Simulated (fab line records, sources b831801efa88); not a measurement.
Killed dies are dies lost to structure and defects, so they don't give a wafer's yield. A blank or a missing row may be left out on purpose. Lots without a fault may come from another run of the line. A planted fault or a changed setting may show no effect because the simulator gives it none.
Chamber matching | flow gf180mcu | GF_V4_CMP_26 on cmp-01: 4 sister chambers
The step polishes, stops on SiO2, t overpolish 15 s, target thk 0 nm. 27 wafers are shown with their chamber, then 12 later ones without.

WAFERS WITH THEIR CHAMBER
wafer  | chamber | motor_current_A (A) | time_to_endpoint_s (s) | overpolish_run_s (s)
L074.2 | 2       | 11.0                | 85                     | 15.006
L074.3 | 0       | 11.6                | 84                     | 14.996
L074.5 | 2       | 11.1                | 87                     | 15.002
L075.1 | 2       | 11.4                | 86                     | 15.003
L075.2 | 3       | 11.3                | 88                     | 15.003
L075.4 | 0       | 11.2                | 89                     | 14.999
L076.1 | 3       | 12.3                | 86                     | 15.004
L076.3 | 1       | 12.5                | 80                     | 14.983
L076.4 | 2       | 11.6                | 85                     | 15.003
L078.1 | 2       | 11.5                | 82                     | 15.003
L078.3 | 3       | 12.8                | 84                     | 14.988
L078.5 | 3       | 12.3                | 80                     | 15.000
L081.1 | 2       | 11.5                | 88                     | 14.986
L081.3 | 3       | 12.5                | 84                     | 14.996
L081.4 | 0       | 11.1                | 89                     | 15.003
L085.2 | 3       | 12.5                | 88                     | 15.016
L085.3 | 2       | 11.2                | 92                     | 15.000
L085.6 | 0       | 11.3                | 90                     | 14.987
L087.3 | 3       | 12.0                | 84                     | 15.024
L087.5 | 3       | 12.2                | 84                     | 15.002
L087.6 | 0       | 11.2                | 81                     | 15.018
L088.1 | 1       | 11.9                | 81                     | 15.002
L088.2 | 0       | 11.1                | 81                     | 15.001
L088.3 | 2       | 11.6                | 84                     | 14.995
L090.1 | 0       | 12.2                | 82                     | 14.989
L090.2 | 1       | 12.1                | 81                     | 15.002
L090.3 | 3       | 11.7                | 82                     | 14.981

SIGNATURES (means of the wafers above)
reading            | chamber 0 | chamber 1 | chamber 2 | chamber 3 | scatter within a chamber
motor_current_A    | 11.386    | 12.167    | 11.363    | 12.178    | 0.371
time_to_endpoint_s | 85.14     | 80.67     | 86.12     | 84.44     | 3.07
overpolish_run_s   | 14.99900  | 14.99567  | 14.99975  | 15.00156  | 0.0105
Rule: a wafer's distance from a chamber is the root of the sum, over the readings, of the square of ((its reading less the chamber's mean) divided by the reading's scatter). The wafer belongs to the nearest chamber; if the next one is less than 2 further off, it can't be placed. The scatter: the root of (the sum of the squares of (reading less its chamber's mean) over the shown wafers, divided by (wafers less chambers)).

WAFERS WITHOUT THEIR CHAMBER
wafer  | motor_current_A (A) | time_to_endpoint_s (s) | overpolish_run_s (s)
L091.2 | 11.3                | 89                     | 15.003
L091.3 | 12.4                | 90                     | 15.000
L091.5 | 11.3                | 88                     | 15.010
L095.1 | 12.0                | 85                     | 15.004
L095.2 | 12.0                | 86                     | 15.010
L095.5 | 11.6                | 83                     | 15.000
L096.2 | 10.8                | 85                     | 14.994
L096.3 | 11.5                | 82                     | 15.006
L096.4 | 12.2                | 77                     | 15.011
L096.1 | 12.8                | 83                     | 15.007
L096.5 | 12.0                | 77                     | 15.008
L096.6 | 11.5                | 84                     | 14.994

WHICH CHAMBER EACH WENT THROUGH
wafer  | from the rows above               | in truth
L091.2 | can't be placed: 2 or 0 or 3      | 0
L091.3 | can't be placed: 3 or 2 or 1 or 0 | 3
L091.5 | can't be placed: 2 or 0 or 3      | 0
L095.1 | can't be placed: 3 or 1 or 0 or 2 | 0
L095.2 | can't be placed: 3 or 2 or 0 or 1 | 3
L095.5 | can't be placed: 0 or 2 or 3 or 1 | 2
L096.2 | can't be placed: 0 or 2           | 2
L096.3 | can't be placed: 0 or 2 or 3 or 1 | 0
L096.4 | can't be placed: 1 or 3 or 0 or 2 | 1
L096.1 | can't be placed: 3 or 1           | 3
L096.5 | can't be placed: 1 or 3 or 0 or 2 | 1
L096.6 | can't be placed: 0 or 2 or 3 or 1 | 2
Placed correctly: 0 of 12. Can't be placed from these rows: 12 (the true chamber is among the candidates in 12). Placed wrongly: 0.
